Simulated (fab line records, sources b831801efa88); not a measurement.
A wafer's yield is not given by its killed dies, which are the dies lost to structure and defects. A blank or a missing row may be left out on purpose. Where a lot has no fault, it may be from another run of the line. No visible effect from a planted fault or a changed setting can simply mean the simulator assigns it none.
Matching of chambers / flow sky130 / pecvd-03 running SKY_CAPM_CVD_00: 3 sister chambers
The step deposits SiO2, target thk 15.5 nm. 18 wafers are shown with their chamber, then 9 later ones without.

WAFERS WITH THEIR CHAMBER
wafer=L075.3; chamber=2; rf fwd power W (W)=445.8; heater power w (W)=672
wafer=L075.4; chamber=0; rf fwd power W (W)=438.9; heater power w (W)=563
wafer=L075.5; chamber=0; rf fwd power W (W)=438.0; heater power w (W)=583
wafer=L077.1; chamber=2; rf fwd power W (W)=443.0; heater power w (W)=626
wafer=L077.4; chamber=2; rf fwd power W (W)=444.3; heater power w (W)=660
wafer=L077.5; chamber=1; rf fwd power W (W)=440.4; heater power w (W)=549
wafer=L081.1; chamber=0; rf fwd power W (W)=439.2; heater power w (W)=674
wafer=L081.2; chamber=1; rf fwd power W (W)=438.2; heater power w (W)=506
wafer=L081.3; chamber=1; rf fwd power W (W)=442.6; heater power w (W)=504
wafer=L085.1; chamber=2; rf fwd power W (W)=445.5; heater power w (W)=689
wafer=L085.3; chamber=1; rf fwd power W (W)=441.9; heater power w (W)=488
wafer=L085.5; chamber=1; rf fwd power W (W)=440.7; heater power w (W)=501
wafer=L086.3; chamber=2; rf fwd power W (W)=443.8; heater power w (W)=589
wafer=L086.4; chamber=0; rf fwd power W (W)=437.6; heater power w (W)=698
wafer=L086.5; chamber=1; rf fwd power W (W)=441.4; heater power w (W)=613
wafer=L087.2; chamber=0; rf fwd power W (W)=438.8; heater power w (W)=647
wafer=L087.3; chamber=1; rf fwd power W (W)=443.2; heater power w (W)=549
wafer=L087.5; chamber=0; rf fwd power W (W)=436.9; heater power w (W)=645

SIGNATURES, as means of the wafers listed above
reading=rf fwd power W; chamber 0=438.233; chamber 1=441.200; chamber 2=444.480; scatter within a chamber=1.31
reading=heater power w; chamber 0=635.00; chamber 1=530.00; chamber 2=647.20; scatter within a chamber=45.8
Rule: for each reading, subtract the chamber's mean from the wafer's reading, divide by that reading's scatter and square the result; add these up over the readings and take the root, which gives the wafer's distance from the chamber. The wafer belongs to the nearest chamber; if the next one is less than 2 further off, it can't be placed. The scatter is the square root of a quotient: the sum, over the shown wafers, of each reading's squared deviation from its chamber's mean, divided by wafers minus chambers.

WAFERS MISSING THEIR CHAMBER
wafer=L089.1; rf fwd power W (W)=445.7; heater power w (W)=572
wafer=L089.3; rf fwd power W (W)=442.8; heater power w (W)=602
wafer=L089.6; rf fwd power W (W)=441.5; heater power w (W)=593
wafer=L092.1; rf fwd power W (W)=445.0; heater power w (W)=591
wafer=L092.2; rf fwd power W (W)=438.1; heater power w (W)=570
wafer=L092.3; rf fwd power W (W)=439.4; heater power w (W)=593
wafer=L097.1; rf fwd power W (W)=438.8; heater power w (W)=693
wafer=L097.3; rf fwd power W (W)=444.0; heater power w (W)=562
wafer=L097.4; rf fwd power W (W)=439.8; heater power w (W)=692

WHICH CHAMBER EACH WENT THROUGH
wafer=L089.1; from the rows above=can't be placed: 2 or 1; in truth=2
wafer=L089.3; from the rows above=can't be placed: 2 or 1 or 0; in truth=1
wafer=L089.6; from the rows above=can't be placed: 1 or 2 or 0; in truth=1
wafer=L092.1; from the rows above=can't be placed: 2 or 1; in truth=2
wafer=L092.2; from the rows above=can't be placed: 0 or 1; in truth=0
wafer=L092.3; from the rows above=can't be placed: 0 or 1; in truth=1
wafer=L097.1; from the rows above=0; in truth=0
wafer=L097.3; from the rows above=can't be placed: 2 or 1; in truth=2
wafer=L097.4; from the rows above=can't be placed: 0 or 1 or 2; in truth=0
Placed correctly: 1 of 9. Can't be placed from these rows: 8 (the true chamber is among the candidates in 8). Number placed wrongly: 0.
